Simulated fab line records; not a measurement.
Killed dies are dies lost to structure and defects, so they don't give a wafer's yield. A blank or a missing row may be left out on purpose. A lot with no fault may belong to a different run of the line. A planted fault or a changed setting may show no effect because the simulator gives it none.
The tool behind it: which one? ; flow sky130 ; 13 lots, 39 wafers sampled, at 2 steps of a route of 708

== WHAT THE GAUGES SHOWED, per wafer ==
SKY_PASSIVATION_THK_MEAS_03. Usual: PASSIVATION_CVD_02_THK 542 nm, standard deviation 9.
lot;measured;on;PASSIVATION_CVD_02_THK (nm);flag
L107;day 44 06:59;filmMetro-03;539 551 539;
L108;day 44 14:41;filmMetro-04;541 537 545;
L109;day 45 02:01;filmMetro-04;534 545 561;
L110;day 45 07:25;filmMetro-04;527 535 532;
L112;day 45 15:30;filmMetro-03;541 545 547;
L111;day 45 16:58;filmMetro-03;545 559 557;
L113;day 45 22:55;filmMetro-02;530 529 537;
L114;day 46 14:23;filmMetro-03;535 538 545;
L120;day 47 18:03;filmMetro-03;450 547 464;OFF
L121;day 48 08:22;filmMetro-02;546 452 452;OFF
L124;day 48 20:01;filmMetro-03;538 543 555;
L127;day 49 08:16;filmMetro-02;535 543 541;
L129;day 49 14:31;filmMetro-02;547 540 545;

== WHAT TOOL EACH LOT RAN ON (gives the tool, then ch and the chambers of the sampled wafers, and finally the start) ==
lot;SKY_PASSIVATION_CVD_02
L107;pecvd-03 ch 0,1, day 44 06:46
L108;pecvd-03 ch 1,2, day 44 14:26
L109;pecvd-02 ch 0,1, day 45 01:47
L110;pecvd-04 ch 0,1,2, day 45 07:11
L112;pecvd-03 ch 0,1,2, day 45 15:22
L111;pecvd-02 ch 1,2, day 45 16:38
L113;pecvd-03 ch 0,1,2, day 45 22:41
L114;pecvd-04 ch 1,2, day 46 14:10
L120;pecvd-02 ch 0,1, day 47 17:50
L121;pecvd-02 ch 0,1, day 48 08:08
L124;pecvd-03 ch 0,1,2, day 48 19:47
L127;pecvd-03 ch 0,1,2, day 49 08:02
L129;pecvd-03 ch 0,1,2, day 49 14:22
- SKY_PASSIVATION_CVD_02: deposits Si3N4, target thk 540 nm.

== WHAT THE TOOLS THEMSELVES READ (means of the sampled wafers that have a number; where no wafer has one, the mark that the record gives instead) ==
SKY_PASSIVATION_CVD_02. Usual: heaterPowerW 749 W, standard deviation 120; rfFwdPowerW 449.2 W, standard deviation 1.5.
lot;tool;heaterPowerW (W);rfFwdPowerW (W);flag
L107;pecvd-03;697;451.2;
L108;pecvd-03;696;449.8;
L109;pecvd-02;906;448.5;
L110;pecvd-04;765;449.7;
L112;pecvd-03;695;448.6;
L111;pecvd-02;759;447.8;
L113;pecvd-03;657;449.1;
L114;pecvd-04;751;449.7;
L120;pecvd-02;929;327.5;OFF
L121;pecvd-02;975;328.9;OFF
L124;pecvd-03;671;450.0;
L127;pecvd-03;647;449.0;
L129;pecvd-03;711;449.9;

== THE ANSWER, worked out from the rows above alone ==
Rule: lot off if the mean of its wafers having a number is beyond 3 standard deviations from the usual mean. A lot without any number at a reading at which 4 lots or more have one is off too. Where the step has rows for the other lots, those lots are counted as sound. After the gauges, taken in route order, come the tools' own readings; for these a lot's mean is taken, as printed above. At the first step where some lot is off, the reading lying furthest off is the one used; lots without a number count as furthest.
Off: at SKY_PASSIVATION_THK_MEAS_03 (PASSIVATION_CVD_02_THK), L120, L121.
If a tool, at a process step before that reading, ran all the lots that are off and no sound lot after the first of them, it fits. Not tried: the gauges at SKY_PASSIVATION_THK_MEAS_03; whatever is off there is also off at SKY_PASSIVATION_CVD_02, on other tools, and gauge error can't account for it. One fits: pecvd-02 at SKY_PASSIVATION_CVD_02. A fault onset in the window from L111 (day 45 16:38, its last sound lot) to L120 (day 47 17:50, its first lot off) fits.
The tool's own readings at SKY_PASSIVATION_CVD_02 bear it out: on the lots that are off they differ by more than 5 times the standard deviation of the sound lots' means. rfFwdPowerW reads 328.2 W there against 449.4 W on the sound lots.

== WHAT WAS PUT IN BY THE SIMULATOR ==
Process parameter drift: pecvd-02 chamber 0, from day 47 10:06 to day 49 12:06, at SKY_PASSIVATION_CVD_02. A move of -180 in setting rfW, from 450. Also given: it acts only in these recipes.
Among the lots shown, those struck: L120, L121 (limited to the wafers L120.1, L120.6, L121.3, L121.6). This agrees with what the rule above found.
